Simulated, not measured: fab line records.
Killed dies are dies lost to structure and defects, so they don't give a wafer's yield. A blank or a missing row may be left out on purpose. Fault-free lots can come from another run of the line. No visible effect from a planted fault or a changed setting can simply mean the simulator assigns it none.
2 desks, one fault -- flow gf180mcu -- each desk holds nothing but its own numbers, with what lay behind them at the end

## TOOL OWNER'S DESK, krfScanner-01
The tool's own readings at GF_M2_EXPOSE_11 (exposes mask Metal2, target cd 280 nm): means of the sampled wafers that have a number, for each lot that ran on this tool. A lot is out of limits, marked OUT, if its mean lies more than 4 standard deviations from the usual mean; the brackets give that distance.
Columns: A = exposureDoseMJCm2 at GF_M2_EXPOSE_11, usual 27.91; B = reticleTempC at GF_M2_EXPOSE_11, usual 23.00 C
lot,first seen here,A,B
L261,day 21 04:59,27.91,22.96
L264,day 22 13:29,32.16 (+99 or more) OUT,23.13
L265,day 22 19:38,32.16 (+99 or more) OUT,22.97
This desk's finding: out of limits on L264, L265; first on L264, day 22 13:29 (exposureDoseMJCm2 at GF_M2_EXPOSE_11). Within limits: L261.

## FROM THE METROLOGY DESK
Lot by lot, what the gauges showed, no matter which tool ran the lot: averages of those sampled wafers that carry a number. A lot is out of limits, marked OUT, if its mean lies more than 4 standard deviations from the usual mean; the brackets give that distance.
Columns: A = V1_W_THK at GF_V1_THK_MEAS_25, usual 354 nm; B = cdNm at GF_M2_CD_MEAS_14, usual 280.3 nm
lot,first seen here,A,B
L254,day 18 04:14,360,279.7
L255,day 18 16:46,356,278.2
L261,day 20 16:02,355,279.9
L264,day 22 01:02,347,260.7 (-16) OUT
L265,day 22 07:28,356,258.9 (-18) OUT
L267,day 23 01:58,354,280.8
L268,day 23 09:11,351,281.6
L275,day 25 17:52,350,279.3
L276,day 25 20:26,355,280.3
L277,day 26 04:27,360,280.1
This desk's finding: out of limits on L264, L265; first on L264, day 23 00:29 (cdNm at GF_M2_CD_MEAS_14). Within limits: L254, L255, L261, L267, L268, L275, L276, L277.

## PUT TOGETHER
The tool owner's desk had the chance to raise an alarm at day 22 13:29 on L264, L265.
At day 23 00:29 the metrology desk could have sounded an alarm, on L264, L265.
On krfScanner-01, each named lot ran GF_M2_EXPOSE_11.

## WHAT THE SIMULATOR HAD INSERTED
Process parameter drift: krfScanner-01, from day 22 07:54 on, at GF_M2_EXPOSE_11. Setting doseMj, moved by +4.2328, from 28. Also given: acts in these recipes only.
Shown lots that were struck: L264, L265.
Counting hours from when the fault started, the first reading out of limits came at 6 for the tool owner's desk and at 17 for the metrology desk.
